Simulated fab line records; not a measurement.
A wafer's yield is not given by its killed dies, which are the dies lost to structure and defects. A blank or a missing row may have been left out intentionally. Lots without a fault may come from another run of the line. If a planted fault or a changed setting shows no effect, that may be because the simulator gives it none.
Matching of chambers	flow sky130	cmp-02 running SKY_VIA4_CMP_02: 4 sister chambers
The step polishes SiO2. 4 wafers are shown with their chamber, then 8 later ones without.

WAFERS, EACH WITH ITS CHAMBER
wafer	chamber	motorCurrentA (A)
L231.2	3	10.6
L233.2	2	14.3
L233.4	0	10.5
L234.1	1	12.3

WAFERS WITHOUT THEIR CHAMBER
wafer	motorCurrentA (A)
L234.5	14.5
L234.6	10.5
L238.2	10.4
L238.4	14.3
L238.5	12.2
L251.2	11.0
L251.3	12.5
L251.5	14.1

CHAMBER TAKEN BY EACH
wafer	from the rows above	in truth
L234.5	2	2
L234.6	can't be placed: 0 or 3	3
L238.2	can't be placed: 0 or 3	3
L238.4	2	2
L238.5	1	1
L251.2	can't be placed: 3 or 0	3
L251.3	1	1
L251.5	2	2
5 of 8 placed correctly. These rows do not allow placing 3 (true chamber among the candidates in 3). Number placed wrongly: 0.
How it was worked out, from the rows above alone: a wafer's distance from a chamber is the root of the sum, over the readings, of the square of ((its reading less the chamber's mean) divided by the reading's scatter). If the next closest chamber is less than 2 further off than the closest, the wafer can't be placed; otherwise it belongs to the closest. A chamber's mean is the mean of its shown wafers. The scatter: with one shown wafer a chamber, the root of the mean of the squares of how far each hidden wafer lies from its nearest shown one.
